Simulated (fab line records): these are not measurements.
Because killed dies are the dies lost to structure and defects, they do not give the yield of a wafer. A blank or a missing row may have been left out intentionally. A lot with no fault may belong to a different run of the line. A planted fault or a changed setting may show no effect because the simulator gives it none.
fab line records	flow sky130
record lots=6	wafers=18	lastDay=50
route steps=708 shown CAPM@540 METAL3@555 VIA3@573 PAD_OPEN@708
lots that met no fault: taken from a fault-free run of the same line
startH: hours from the record's opening day to when the first of the lot's shown wafers began	waitH: time in hours since the lot's previous step	" repeats the value in the row above	L1.1+2: a row that stands for several wafers	- value missing, or start not given	* or withheld: withheld	< > ~ a bound
route shown NAME@n: names a module that has steps shown in the file, with the first one's number in the route	usual: mean and standard deviation over wafers with no fault	same: alike in all rows	chamber/n: place in a boat	sites: readings site by site	_std_site: the values' standard deviation	_edge_site: inner sites' mean taken away from outer sites' mean	radiusMm: for every site, how far away it sits from the centre of the wafer	mask NAME#n: copy n	behind: the most recent tool/chamber to have shaped the wafer	hold: why the lot was held/for how many hours/how that ended	device: which transistor (n, p or np) failed to switch	end of line: the tests these same wafers got at the end of their route	a step with no rows: only its recipe	killed: the dies lost at the first sort to structure and to defects; this is not the yield of the wafer	map: per-die view of a wafer (x killed, . not killed, _ where there is no die)
set.NAME: the setting as run; set.NAME@STEP: as run at that earlier step	model.NAME: the simulator's own value behind a step, which no gauge read
lots seen at some steps along the route; tables by step, rows by wafer
services: when a tool's chamber went out of use (startH, in hours from the record's first day, below 0 if earlier), for how many hours, and the reason
## steps
# step SKY_CAPM_RS_MEAS_03
# recipe thkMeasGauge=four-point-probe	reads=TiN_of_CAPM_SPUTTER_02
# usual CAPM_TIN_RS=6.95/0.091
lot.wafer	tool	chamber	startH	waitH	CAPM_TIN_RS[ohm/sq]
L452.2	filmMetro-02	-	856.34	0.1	6.79
L452.3	"	-	"	"	6.90
L452.4	"	-	"	"	6.90
L453.1	filmMetro-02	-	863.99	0.1	6.96
L453.2	"	-	"	"	7.10
L453.5	"	-	"	"	6.92
L455.1	filmMetro-01	-	897.60	0.1	6.89
L455.2	"	-	"	"	6.99
L455.3	"	-	"	"	7.07
L465.2	filmMetro-01	-	959.91	0.1	6.89
L465.3	"	-	"	"	6.95
L465.4	"	-	"	"	6.89
L471.1	filmMetro-02	-	1003.78	0.1	6.95
L471.3	"	-	"	"	7.05
L471.6	"	-	"	"	6.92
L474.2	filmMetro-04	-	1014.72	0.1	7.02
L474.5	"	-	"	"	7.00
L474.6	"	-	"	"	7.06
# step SKY_CAPM_THK_MEAS_04
# recipe thkMeasGauge=xrf	reads=TiN_of_CAPM_SPUTTER_02
# usual CAPM_TIN_THK=200.2/2.8
lot.wafer	tool	chamber	startH	waitH	CAPM_TIN_THK[nm]
L452.2	filmMetro-02	-	856.45	0.1	202.5
L452.3	"	-	"	"	199.8
L452.4	"	-	"	"	199.4
L453.1	filmMetro-02	-	864.11	0.1	197.6
L453.2	"	-	"	"	195.0
L453.5	"	-	"	"	199.1
L455.1	filmMetro-01	-	897.72	0.1	201.9
L455.2	"	-	"	"	198.8
L455.3	"	-	"	"	197.0
L465.2	filmMetro-01	-	960.02	0.1	202.5
L465.3	"	-	"	"	201.2
L465.4	"	-	"	"	203.0
L471.1	filmMetro-02	-	1003.90	0.1	198.8
L471.3	"	-	"	"	196.7
L471.6	"	-	"	"	198.4
L474.2	filmMetro-04	-	1014.83	0.1	200.3
L474.5	"	-	"	"	200.3
L474.6	"	-	"	"	199.9
# step SKY_CAPM_DEHYDRATE_05
# recipe tempC=200	timeS=60
# step SKY_CAPM_HMDS_06
# recipe primeTimeS=60	primeTempC=120
# step SKY_CAPM_COAT_07
# recipe resist=NOVOLAK	spinRpm=3000	resistThkNm=1140
# step SKY_CAPM_SOFTBAKE_08
# recipe tempC=90	timeS=60	resist=NOVOLAK
# step SKY_CAPM_EXPOSE_09
# recipe maskId=CAPM	na=0.6	sourceShape=conventional	sigmaOuter=0.6	polarization=unpolarized	targetCdNm=1000	doseMj=159
# step SKY_CAPM_PEB_10
# recipe tempC=withheld	timeS=*	resist=NOVOLAK
# step SKY_CAPM_DEVELOP_11
# recipe resist=NOVOLAK	developer=TMAH	developTimeS=60	devTempC=23
# step SKY_CAPM_OVL_MEAS_12
# usual CAPM_OVL=0.1/1.7
lot.wafer	tool	chamber	startH	waitH	CAPM_OVL[nm]
L452.2	overlay-01	-	881.72	0.1	0.3
L452.3	"	-	"	"	0.5
L452.4	"	-	"	"	1.9
L453.1	overlay-01	-	889.21	0.1	0.0
L453.2	"	-	"	"	2.5
L453.5	"	-	"	"	-0.1
L455.1	overlay-02	-	921.75	0.1	0.0
L455.2	"	-	"	"	0.6
L455.3	"	-	"	"	0.0
L465.2	overlay-01	-	984.17	0.1	-0.4
L465.3	"	-	"	"	-2.8
L465.4	"	-	"	"	-1.1
L471.1	overlay-02	-	1025.75	0.1	-1.4
L471.3	"	-	"	"	-3.3
L471.6	"	-	"	"	-1.8
L474.2	overlay-01	-	1036.27	0.1	-1.4
L474.5	"	-	"	"	-2.7
L474.6	"	-	"	"	-0.8
# step SKY_CAPM_METAL_ETCH_13
# recipe targetDepthNm=220	stopOn=SiO2	chemistry=Cl2/BCl3	target=TiN	pressureMtorr=10	icpW=900	biasW=48.5	Cl2_flow_sccm=60	bcl3FlowSccm=30	timeS=62.9
# usual drypumpMotorCurrentA=5.7/0.42	oesProductAu=0.938/0.0085	throttleValvePct=21.904/0.01
# same timeS=62.9
lot.wafer	tool	chamber	startH	waitH	drypumpMotorCurrentA	oesProductAu	rfHoursCounterH	throttleValvePct
L452.2	rieMetal-02	1	881.75	0.0	6.5	0.937	10	21.911
L452.3	"	0	"	"	6.0	0.939	-	21.907
L452.4	"	1	"	"	6.5	0.940	-	21.890
L453.1	rieMetal-01	1	889.25	0.0	6.0	0.940	3	21.893
L453.2	"	0	"	"	5.4	0.916	15	21.925
L453.5	"	0	"	"	5.4	0.936	-	21.908
L455.1	rieMetal-02	0	921.79	0.0	6.0	0.931	10	21.902
L455.2	"	1	"	"	6.5	0.940	12	21.905
L455.3	"	1	"	"	6.5	0.922	-	21.895
L465.2	rieMetal-02	1	984.20	0.0	6.5	0.944	15	21.909
L465.3	"	0	"	"	6.0	0.949	-	21.896
L465.4	"	1	"	"	6.5	0.947	-	21.900
L471.1	rieMetal-03	1	1025.79	0.0	5.4	0.938	21	21.909
L471.3	"	1	"	"	5.4	0.933	-	21.904
L471.6	"	1	"	"	5.3	0.944	-	21.902
L474.2	rieMetal-02	1	1036.30	0.0	6.4	0.926	18	21.910
L474.5	"	0	"	"	6.0	0.940	-	21.913
L474.6	"	1	"	"	6.5	0.928	-	21.927
# step SKY_CAPM_STRIP_14
# recipe chemistry=O2/N2	powerW=1400	pressureMtorr=1500	platenTempC=withheld	o2FlowSccm=3000	n2FlowSccm=300	overashFraction=0.5
# step SKY_CAPM_STRIP_15
# recipe chemistry=postEtchResidueRemover	timeS=1200	tempC=72.5
# same timeS=1200
lot.wafer	tool	chamber	startH	waitH
L452.2+3+4	wetBench-02	1	881.92	0.1
L453.1+2+5	wetBench-01	1	889.42	0.1
L455.1+2+3	wetBench-02	0	921.97	0.1
L465.2+3+4	wetBench-02	2	984.38	0.1
L471.1+3+6	wetBench-01	0	1025.97	0.1
L474.2+5+6	wetBench-01	2	1036.48	0.1
# step SKY_CAPM_CLEAN_16
# recipe chemistry=IPA	timeS=180	tempC=25
# step SKY_CAPM_CLEAN_17
# recipe chemistry=O3/DIW	dry=n2Spin
# step SKY_METAL3_DEHYDRATE_05
# recipe tempC=200	timeS=60
# step SKY_METAL3_HMDS_06
# recipe primeTimeS=60	primeTempC=120
# step SKY_METAL3_COAT_07
# recipe resist=BARC	tempC=withheld	timeS=withheld	spinRpm=3000	resistThkNm=60
# step SKY_METAL3_COAT_08
# recipe resist=KrF-thick	spinRpm=3000	resistThkNm=1140
# step SKY_METAL3_SOFTBAKE_09
# recipe tempC=100	timeS=90	resist=KrF-thick
# step SKY_METAL3_EXPOSE_10
# recipe maskId=MM3	na=0.68	sourceShape=annular	sigmaInner=0.4	sigmaOuter=0.8	targetCdNm=300	doseMj=28
# step SKY_METAL3_PEB_11
# recipe pebTempC=withheld	pebTimeS=withheld	resist=KrF-thick
# step SKY_METAL3_DEVELOP_12
# recipe developTimeS=60	resist=KrF-thick	devTempC=21
# step SKY_METAL3_CD_MEAS_13
# recipe targetCdNm=300
# usual cdNm=299.7/1.5
lot.wafer	tool	chamber	startH	waitH	cdNm
L452.2	cdSem-02	-	907.58	-	299.1
L452.3	"	-	"	"	298.9
L452.4	"	-	"	"	298.9
L453.1	cdSem-01	-	914.25	-	297.0
L453.2	"	-	"	"	297.2
L453.5	"	-	"	"	298.7
L455.1	cdSem-01	-	947.35	-	299.8
L455.2	"	-	"	"	299.0
L455.3	"	-	"	"	299.6
L465.2	cdSem-01	-	1007.83	-	298.0
L465.3	"	-	"	"	297.7
L465.4	"	-	"	"	298.4
L471.1	cdSem-02	-	1048.41	-	299.7
L471.3	"	-	"	"	299.2
L471.6	"	-	"	"	299.6
L474.2	cdSem-02	-	1058.78	-	300.1
L474.5	"	-	"	"	299.3
L474.6	"	-	"	"	299.6
# step SKY_METAL3_OVL_MEAS_14
# usual METAL3_OVL=1/4.6
lot.wafer	tool	chamber	startH	waitH	METAL3_OVL[nm]
L452.2	overlay-02	-	907.69	0.1	6
L452.3	"	-	"	"	9
L452.4	"	-	"	"	2
L453.1	overlay-01	-	914.37	0.1	1
L453.2	"	-	"	"	-1
L453.5	"	-	"	"	-5
L455.1	overlay-02	-	947.47	0.1	-6
L455.2	"	-	"	"	-4
L455.3	"	-	"	"	-2
L465.2	overlay-02	-	1007.94	0.1	3
L465.3	"	-	"	"	2
L465.4	"	-	"	"	5
L471.1	overlay-01	-	1048.53	0.1	-7
L471.3	"	-	"	"	-5
L471.6	"	-	"	"	-4
L474.2	overlay-01	-	1058.89	0.1	-3
L474.5	"	-	"	"	7
L474.6	"	-	"	"	5
# step SKY_METAL3_DESCUM_15
# recipe chemistry=O2	sourcePowerW=150	biasPowerW=0	pressureMtorr=10	tempC=40	timeS=8
# usual drypumpMotorCurrentA=5.95/0.29	oesProductAu=1.002/0.01
# same timeS=8
lot.wafer	tool	chamber	startH	waitH	drypumpMotorCurrentA	oesProductAu	rfHoursCounterH
L452.2	rieMetal-04	1	907.72	0.0	5.92	1.002	17
L452.3	"	1	"	"	5.93	0.995	-
L452.4	"	0	"	"	5.79	0.996	-
L453.1	rieMetal-01	1	914.41	0.0	6.02	1.008	4
L453.2	"	0	"	"	5.42	1.005	15
L453.5	"	0	"	"	5.42	0.994	-
L455.1	rieMetal-01	1	947.51	0.0	5.98	0.997	5
L455.2	"	0	"	"	5.43	1.003	17
L455.3	"	1	"	"	5.98	1.000	-
L465.2	rieMetal-02	0	1007.97	0.0	6.00	0.999	15
L465.3	"	1	"	"	6.46	0.991	-
L465.4	"	0	"	"	6.00	1.004	-
L471.1	rieMetal-04	1	1048.57	0.0	5.86	1.005	7
L471.3	"	1	"	"	5.87	1.014	-
L471.6	"	1	"	"	5.85	1.013	-
L474.2	rieMetal-02	1	1058.92	0.0	6.46	1.004	20
L474.5	"	1	"	"	6.46	1.006	-
L474.6	"	0	"	"	6.01	0.995	-
# step SKY_METAL3_ETCH_16
# recipe chemistry=N2/H2	target=BARC	ionEnergyEv=200	biasW=100	pressureMtorr=30	n2FlowSccm=100	h2FlowSccm=200	icpW=500	stopOn=SiO2	timeS=88.2	targetDepthA=600
# step SKY_METAL3_ETCH_17
# recipe target=SiO2	stopOn=TiN	chemistry=C4F8/O2/Ar	sourceW=1500	biasW=1200	pressureMtorr=40	c4f8FlowSccm=withheld	O2_flow_sccm=6	Ar_flow_sccm=300	timeS=3.9	targetDepthA=150
# usual oesProductAu=0.755/0.0069
# same timeS=3.9
lot.wafer	tool	chamber	startH	waitH	oesProductAu	rfHoursCounterH
L452.2	rieDiel-04	0	907.85	0.1	0.749	14
L452.3	"	3	"	"	0.748	23
L452.4	"	2	"	"	0.758	15
L453.1	rieDiel-03	0	914.54	0.1	0.752	14
L453.2	"	1	"	"	0.747	18
L453.5	"	3	"	"	0.759	-
L455.1	rieDiel-04	1	947.68	0.1	0.751	13
L455.2	"	2	"	"	0.752	16
L455.3	"	3	"	"	0.756	24
L465.2	rieDiel-04	0	1008.10	0.1	0.748	18
L465.3	"	1	"	"	0.752	15
L465.4	"	3	"	"	0.764	26
L471.1	rieDiel-03	2	1048.70	0.1	0.749	15
L471.3	"	3	"	"	0.747	17
L471.6	"	3	"	"	0.770	-
L474.2	rieDiel-03	3	1059.05	0.1	0.747	18
L474.5	"	3	"	"	0.746	-
L474.6	"	1	"	"	0.756	-
# step SKY_METAL3_METAL_ETCH_18
# recipe targetDepthA=8450	stopOn=SiO2	overEtchFrac=0.3	timeS=183.1	chemistry=Cl2/BCl3	resistSidewallDeg=88	pressureMtorr=10	icpW=900	biasW=48.5	Cl2_flow_sccm=60	bcl3FlowSccm=30
# usual drypumpMotorCurrentA=5.9/0.32	oesProductAu=0.868/0.0065	throttleValvePct=22.265/0.0088
# same timeS=183.1
lot.wafer	tool	chamber	startH	waitH	drypumpMotorCurrentA	oesProductAu	rfHoursCounterH	throttleValvePct
L452.2	rieMetal-01	0	907.87	0.0	5.4	0.858	15	22.253
L452.3	"	0	"	"	5.4	0.866	-	22.255
L452.4	"	1	"	"	6.0	0.868	-	22.272
L453.1	rieMetal-04	1	914.56	0.0	5.9	0.874	17	22.255
L453.2	"	0	"	"	5.8	0.857	18	22.281
L453.5	"	1	"	"	5.9	0.868	-	22.265
L455.1	rieMetal-02	1	947.70	0.0	6.4	0.868	13	22.276
L455.2	"	0	"	"	6.0	0.859	11	22.257
L455.3	"	1	"	"	6.5	0.870	-	22.257
L465.2	rieMetal-01	0	1008.12	0.0	5.4	0.880	20	22.267
L465.3	"	1	"	"	6.0	0.876	-	22.269
L465.4	"	0	"	"	5.4	0.860	-	22.256
L471.1	rieMetal-02	1	1048.72	0.0	6.4	0.873	19	22.269
L471.3	"	0	"	"	6.0	0.862	-	22.261
L471.6	"	1	"	"	6.5	0.871	-	22.276
L474.2	rieMetal-04	0	1059.07	0.0	5.8	0.861	6	22.265
L474.5	"	0	"	"	5.8	0.871	-	22.250
L474.6	"	1	"	"	5.9	0.867	-	22.247
# step SKY_METAL3_STRIP_19
# recipe chemistry=O2/N2	powerW=1400	pressureMtorr=1500	platenTempC=withheld	o2FlowSccm=3000	n2FlowSccm=300	overashFraction=0.5
# step SKY_METAL3_STRIP_20
# recipe chemistry=postEtchResidueRemover	timeS=1200	tempC=72.5
# step SKY_METAL3_CLEAN_21
# recipe chemistry=IPA	timeS=180	tempC=25
# step SKY_METAL3_CLEAN_22
# recipe chemistry=O3/DIW	dry=n2Spin
# step SKY_VIA3_HDPCVD_00
# recipe material=SiO2	targetThkNm=1635	sigmaOpenFrac=0.3	timeS=272.5	tempC=400	sih4FlowSccm=60	pressureMtorr=6
# step SKY_VIA3_THK_MEAS_01
# recipe reads=SiO2_of_VIA3_HDPCVD_00
# usual VIA3_HDPCVD_THK=1644/18
lot.wafer	tool	chamber	startH	waitH	VIA3_HDPCVD_THK[nm]
L452.2	filmMetro-02	-	908.84	0.1	1654
L452.3	"	-	"	"	1677
L452.4	"	-	"	"	1627
L453.1	filmMetro-02	-	915.50	0.1	1642
L453.2	"	-	"	"	1644
L453.5	"	-	"	"	1627
L455.1	filmMetro-03	-	948.64	0.1	1674
L455.2	"	-	"	"	1631
L455.3	"	-	"	"	1652
L465.2	filmMetro-02	-	1009.06	0.1	1656
L465.3	"	-	"	"	1674
L465.4	"	-	"	"	1656
L471.1	filmMetro-03	-	1049.67	0.1	1603
L471.3	"	-	"	"	1628
L471.6	"	-	"	"	1612
L474.2	filmMetro-01	-	1060.05	0.1	1646
L474.5	"	-	"	"	1633
L474.6	"	-	"	"	1646
# step SKY_VIA3_CMP_02
# recipe material=SiO2	downForcePsi=4	platenRpm=60	padVelocityMS=0.94248
# usual motorCurrentA=12.4/1.2
lot.wafer	tool	chamber	startH	waitH	motorCurrentA
L452.2	cmp-02	1	908.94	0.1	14.0
L452.3	"	2	"	"	12.3
L452.4	"	3	"	"	11.3
L453.1	cmp-02	3	915.61	0.1	11.0
L453.2	"	1	"	"	13.7
L453.5	"	2	"	"	12.7
L455.1	cmp-02	1	948.75	0.1	14.0
L455.3	"	2	"	"	12.4
L455.2	"	3	"	"	11.3
L465.4	cmp-02	2	1009.11	0.0	12.2
L465.3	"	0	"	"	12.4
L465.2	"	1	"	"	13.5
L471.3	cmp-01	2	1049.83	0.1	10.2
L471.1	"	3	"	"	12.1
L471.6	"	1	"	"	13.9
L474.2	cmp-02	0	1060.15	0.1	12.4
L474.5	"	3	"	"	11.3
L474.6	"	0	"	"	11.7
# step SKY_VIA3_BOW_MEAS_03
# recipe mode=bow
# usual VIA3_BOW=79/8.3
lot.wafer	tool	chamber	startH	waitH	VIA3_BOW[um]
L452.2	filmMetro-02	-	909.21	0.2	81
L452.3	"	-	"	"	86
L452.4	"	-	"	"	87
L453.1	filmMetro-02	-	915.86	0.2	76
L453.2	"	-	"	"	85
L453.5	"	-	"	"	94
L455.1	filmMetro-01	-	949.00	0.2	88
L455.2	"	-	"	"	81
L455.3	"	-	"	"	87
L465.2	filmMetro-03	-	1009.43	0.1	58
L465.3	"	-	"	"	67
L465.4	"	-	"	"	77
L471.1	filmMetro-02	-	1050.03	0.1	84
L471.3	"	-	"	"	89
L471.6	"	-	"	"	87
L474.2	filmMetro-03	-	1060.42	0.2	71
L474.5	"	-	"	"	72
L474.6	"	-	"	"	71
# step SKY_VIA3_DEHYDRATE_04
# recipe tempC=200	timeS=60
# step SKY_VIA3_HMDS_05
# recipe primeTimeS=60	primeTempC=120
# step SKY_VIA3_COAT_06
# recipe resist=BARC	tempC=withheld	timeS=withheld	spinRpm=3000	resistThkNm=60
# step SKY_VIA3_COAT_07
# recipe resist=KrF-thick	spinRpm=3000	resistThkNm=450
# step SKY_VIA3_SOFTBAKE_08
# recipe tempC=100	timeS=90	resist=KrF-thick
# step SKY_PAD_OPEN_PROBE_99
# usual defectLimitedYield=82.7/1.9	killed_at_M0_to_M3=43/6.8	killed_at_M4_up=3.0/1.8	killedAtContacts=23/5.4	killedAtFrontEnd=15/4.4	killedAtOther=0.3/0.51	killedDies=85/9.2	killedOpen=47/6.8	killedShort=39/6.8	sort_bin_3_pad_short=0.8/0.43	sort_bin_5_function=10.3/1.5	sort_bin_6_memory=6.2/0.96	sortNPass=407/9.2	sortYieldPct=82.7/1.9
# same grossDies=492	killedAtBackSide=0	sort_bin_4_leakage[%]=0	sort_bin_8_speed[%]=0
lot.wafer	tool	chamber	startH	waitH	defectLimitedYield[%]	killed_at_M0_to_M3	killed_at_M4_up	killedAtContacts	killedAtFrontEnd	killedAtOther	killedDies	killedOpen	killedShort	sort_bin_3_pad_short[%]	sort_bin_5_function[%]	sort_bin_6_memory[%]	sortNPass	sortYieldPct[%]	model.etest.tester.sortNPass	model.etest.tester.sortYieldPct	model.etest.tester.sort_bin_5_pct	model.etest.tester.sort_bin_3_pct
L452.2	prober-01	-	1080.72	0.1	81.3	46	3	31	12	0	92	53	39	0.8	11.4	6.5	400	81.3	400	81.3	11.38	0.813
L452.3	prober-01	-	1080.77	0.2	83.9	37	4	21	16	1	79	45	34	0.2	9.8	6.1	413	83.9	413	83.94	9.756	0.2033
L452.4	prober-01	-	1080.82	0.2	84.8	34	5	24	12	0	75	47	28	0	10.2	5.1	417	84.8	417	84.76	10.16	0
L453.1	prober-02	-	1084.48	0.1	81.1	49	5	23	16	0	93	49	44	1.6	10.2	7.1	399	81.1	399	81.1	10.16	1.626
L453.2	prober-02	-	1084.53	0.1	82.9	52	1	11	20	0	84	49	35	0.6	10.4	6.1	408	82.9	408	82.93	10.37	0.6098
L453.5	prober-02	-	1084.68	0.2	84.1	36	4	23	14	1	78	35	43	1.2	8.5	6.1	414	84.1	414	84.15	8.537	1.22
L455.1	prober-02	-	1112.87	0.1	79.5	44	1	32	23	1	101	57	44	0.8	12.8	6.9	391	79.5	391	79.47	12.8	0.813
L455.2	prober-02	-	1112.92	0.1	82.7	33	6	22	24	0	85	42	43	1.4	11.0	4.9	407	82.7	407	82.72	10.98	1.423
L455.3	prober-02	-	1112.97	0.2	82.1	42	2	26	17	1	88	41	47	1.0	11.0	5.9	404	82.1	404	82.11	10.98	1.016
L465.2	prober-02	-	1162.83	0.1	82.1	44	5	22	16	1	88	53	35	0.8	10.2	6.9	404	82.1	404	82.11	10.16	0.813
L465.3	prober-02	-	1162.88	0.2	84.1	36	1	22	19	0	78	43	35	0.4	11.2	4.3	414	84.1	414	84.15	11.18	0.4065
L465.4	prober-02	-	1162.93	0.2	82.1	37	2	23	26	0	88	50	38	1.4	10.6	5.9	404	82.1	404	82.11	10.57	1.423
L471.1	prober-02	-	1191.54	0.1	74.0	50	2	17	16	43	128	53	32	2.4	17.3	6.3	364	74.0	364	73.98	17.28	2.439
L471.3	prober-02	-	1191.64	0.2	75.8	32	0	20	21	46	119	42	31	2.2	15.7	6.3	373	75.8	373	75.81	15.65	2.236
L471.6	prober-02	-	1191.79	0.2	76.8	42	2	19	6	45	114	37	32	2.6	13.4	7.1	378	76.8	378	76.83	13.41	2.642
L474.2	prober-01	-	1199.59	0.1	78.5	40	2	25	9	30	106	37	39	3.0	12.2	6.3	386	78.5	386	78.46	12.2	3.049
L474.5	prober-01	-	1199.74	0.2	75.8	49	1	25	11	33	119	39	47	3.9	13.6	6.7	373	75.8	373	75.81	13.62	3.862
L474.6	prober-01	-	1199.79	0.2	73.8	52	2	29	13	33	129	44	52	2.8	17.1	6.3	363	73.8	363	73.78	17.07	2.846
# killed by level:class
L452.2 LI_CONTACT:geometricParticle:open=9 VIA1:geometricParticle:open=9 CONTACT:geometricParticle:short=8 METAL2:geometricParticle:short=7 CONTACT:geometricParticle:open=7 VIA3:geometricParticle:open=7 VIA2:geometricParticle:open=6 FIELD_ISO:geometricParticle:open=5
L452.3 VIA1:geometricParticle:open=12 CONTACT:geometricParticle:open=7 LI_CONTACT:geometricParticle:open=6 POLY_GATE:geometricParticle:open=4 POLY_GATE:geometricParticle:short=4 METAL2:geometricParticle:short=4 METAL3:geometricParticle:short=4 FIELD_ISO:geometricParticle:short=3
L452.4 LI_CONTACT:geometricParticle:open=11 METAL1:geometricParticle:short=8 CONTACT:geometricParticle:open=7 METAL2:geometricParticle:short=5 VIA2:geometricParticle:open=5 VIA3:geometricParticle:open=5 POLY_GATE:geometricParticle:open=4 VIA1:geometricParticle:open=4
L453.1 CONTACT:geometricParticle:open=11 VIA2:geometricParticle:open=10 VIA1:geometricParticle:open=9 METAL2:geometricParticle:short=7 CONTACT:geometricParticle:short=6 VIA2:geometricParticle:short=6 FIELD_ISO:geometricParticle:open=5 METAL4:geometricParticle:short=5
L453.2 VIA3:geometricParticle:open=12 VIA2:geometricParticle:open=10 VIA1:geometricParticle:open=7 FIELD_ISO:geometricParticle:open=5 POLY_GATE:geometricParticle:short=5 POLY_GATE:geometricParticle:open=5 METAL1:geometricParticle:short=5 VIA1:geometricParticle:short=4
L453.5 CONTACT:geometricParticle:open=8 LI_CONTACT:geometricParticle:open=7 METAL1:geometricParticle:short=7 VIA1:geometricParticle:open=7 FIELD_ISO:geometricParticle:short=6 VIA1:geometricParticle:short=6 VIA3:geometricParticle:open=5 METAL4:geometricParticle:short=4
L455.1 LI_CONTACT:geometricParticle:open=13 VIA1:geometricParticle:open=13 VIA3:geometricParticle:open=8 CONTACT:geometricParticle:open=7 FIELD_ISO:geometricParticle:open=6 POLY_GATE:geometricParticle:short=5 CONTACT:geometricParticle:short=5 VIA1:geometricParticle:short=5
L455.2 LI_CONTACT:geometricParticle:open=10 VIA1:geometricParticle:open=10 FIELD_ISO:geometricParticle:short=8 METAL4:geometricParticle:short=6 METAL2:geometricParticle:short=6 CONTACT:geometricParticle:open=5 POLY_GATE:geometricParticle:short=4 LI_CONTACT:geometricParticle:short=4
L455.3 VIA1:geometricParticle:open=10 CONTACT:geometricParticle:short=9 VIA3:geometricParticle:open=8 METAL2:geometricParticle:short=6 LOCAL_INTERCONNECT:geometricParticle:short=5 CONTACT:geometricParticle:open=5 POLY_GATE:geometricParticle:open=4 LI_CONTACT:geometricParticle:open=4
L465.2 VIA1:geometricParticle:open=18 CONTACT:geometricParticle:open=11 VIA2:geometricParticle:open=8 FIELD_ISO:geometricParticle:short=6 FIELD_ISO:geometricParticle:open=5 LI_CONTACT:geometricParticle:open=5 VIA1:geometricParticle:short=5 POLY_GATE:geometricParticle:short=4
L465.3 VIA1:geometricParticle:open=9 LI_CONTACT:geometricParticle:open=8 CONTACT:geometricParticle:open=7 FIELD_ISO:geometricParticle:open=6 VIA1:geometricParticle:short=5 LOCAL_INTERCONNECT:geometricParticle:short=5 FIELD_ISO:geometricParticle:short=4 METAL1:geometricParticle:short=4
L465.4 VIA1:geometricParticle:open=11 CONTACT:geometricParticle:open=9 FIELD_ISO:geometricParticle:short=6 CONTACT:geometricParticle:short=6 VIA1:geometricParticle:short=6 POLY_GATE:geometricParticle:open=5 VIA3:geometricParticle:open=5 FIELD_ISO:geometricParticle:open=4
L471.1 CAPM:unspecified=43 VIA1:geometricParticle:open=16 CONTACT:geometricParticle:open=9 VIA1:geometricParticle:short=6 VIA2:geometricParticle:open=6 FIELD_ISO:geometricParticle:open=5 POLY_GATE:geometricParticle:open=5 LI_CONTACT:geometricParticle:open=5
L471.3 CAPM:unspecified=46 CONTACT:geometricParticle:open=7 FIELD_ISO:geometricParticle:short=6 VIA1:geometricParticle:open=6 VIA2:geometricParticle:open=5 FIELD_ISO:geometricParticle:open=4 POLY_GATE:geometricParticle:short=4 POLY_GATE:geometricParticle:open=4
L471.6 CAPM:unspecified=45 VIA1:geometricParticle:open=8 VIA1:geometricParticle:short=8 CONTACT:geometricParticle:open=7 METAL2:geometricParticle:short=7 VIA2:geometricParticle:open=6 VIA3:geometricParticle:open=5 METAL1:geometricParticle:short=4
L474.2 CAPM:unspecified=30 METAL2:geometricParticle:short=10 CONTACT:geometricParticle:open=8 VIA1:geometricParticle:open=6 VIA3:geometricParticle:open=6 LOCAL_INTERCONNECT:geometricParticle:short=5 LI_CONTACT:geometricParticle:open=5 VIA2:geometricParticle:short=4
L474.5 CAPM:unspecified=33 LI_CONTACT:geometricParticle:open=8 METAL1:geometricParticle:short=8 CONTACT:geometricParticle:open=6 METAL3:geometricParticle:short=6 VIA2:geometricParticle:open=6 VIA1:geometricParticle:open=5 VIA3:geometricParticle:open=5
L474.6 CAPM:unspecified=33 METAL2:geometricParticle:short=11 VIA2:geometricParticle:open=11 LI_CONTACT:geometricParticle:open=9 POLY_GATE:geometricParticle:short=7 CONTACT:geometricParticle:open=7 VIA1:geometricParticle:open=7 CONTACT:geometricParticle:short=6
# map L471.1 (x killed, . not)
__________..x......._________
________.......xx....x_______
______.x.x.....x.x.x.x.._____
_____.x...x...x..x...x...____
____....x........xx.xx....___
___xx..xx...x......xxxxx...__
__...........x..xxxxxxx.xxx._
_.........x.....xxxxxxxxxxx.x
_...x............xxxxxxxx..xx
_....xx...x.xx....xxxx.xx....
_.x......x.x.....x.xxxxx.....
_..x..........x....xxx.x.....
_x.......x.x.............xx..
_..x.xx.....x.x...xx..x.x.x..
_............xx..............
__.......xxxx..............x_
___.x......xx........x..x..__
____..x...xx..............___
_____........x.....x.....____
______..x.......x...x..._____
________.x............_______
__________........x._________
# map L474.6 (x killed, . not)
__________...x......_________
________...x....x.xxx._______
______......x.x.x.x...x._____
_____.........xxx....x...____
____....x.................___
___x.x...xx.x.x.x......x..x__
__.......x.......x..x..x...._
_..............xxx.x....x....
_x..x........xx...........x..
_..x.x...x......xx......xx.x.
_...x..x...x..x.........xxx.x
_...x..........x........xxx.x
_..x..xxx.x...xx..x....xxxxxx
_x.........xx...x..xx.xxxxxxx
_.x.................x.xxxxxxx
__.xx...............x.xxxxxx_
___.x.......x.......x.xxxx.__
____.....xxx...x........xx___
_____x....x........xx....____
______...........x......_____
________.....xxx....x._______
__________.....x...._________
## services
tool	chamber	startH	hours	kind
rieMetal-04	-	857.83	14.6	pm
rieMetal-01	0	859.90	4.0	repair
cmp-02	-	861.63	4.1	pm
cmp-01	-	867.69	3.2	pm
rieMetal-03	-	875.50	0.3	repair
rieMetal-04	-	891.31	2.8	pm
cmp-01	-	893.26	3.3	repair
cmp-01	-	912.27	4.0	pm
rieMetal-03	1	924.56	20.9	repair
rieDiel-03	2	938.91	5.5	repair
rieDiel-04	1	962.95	9.9	repair
cmp-02	-	974.49	5.3	repair
rieDiel-03	3	977.63	2.0	repair
rieDiel-04	3	980.89	3.2	repair
cmp-01	-	982.13	6.0	pm
rieMetal-04	1	984.65	1.3	repair
rieMetal-03	0	987.24	25.1	repair
rieDiel-03	0	996.29	115.3	repair
rieDiel-03	2	1006.80	2.0	repair
rieDiel-03	2	1011.03	3.7	repair
rieDiel-04	1	1018.24	9.8	repair
rieDiel-03	3	1019.48	5.2	repair
rieDiel-03	1	1039.47	5.5	repair
rieMetal-01	-	1047.77	22.0	repair
## key
firstSign step=SKY_PAD_OPEN_PROBE_99	reading=killedAtOther	direction=up	sigmas=38	usual=0.3	struck=38.3
effect step=SKY_PAD_OPEN_PROBE_99	reading=sort_bin_3_pad_short	direction=up	sigmas=4.6	usual=0.8	struck=2.8
modelEffect step=SKY_PAD_OPEN_PROBE_99	value=etest.tester.sortNPass	without=406.2	struck=372.8
metAt SKY_CAPM_STRIP_15
struckWafers L471.1,L471.3,L471.6,L474.2,L474.5,L474.6
onsetBetween 889.42 1025.97
alsoFits time
fault kind=chamberParticleSource	tool=wetBench-01	chamber=-	onsetH=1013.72	steps=SKY_CAPM_STRIP_15	ratePerVisitCm2=0.53456	endH=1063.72
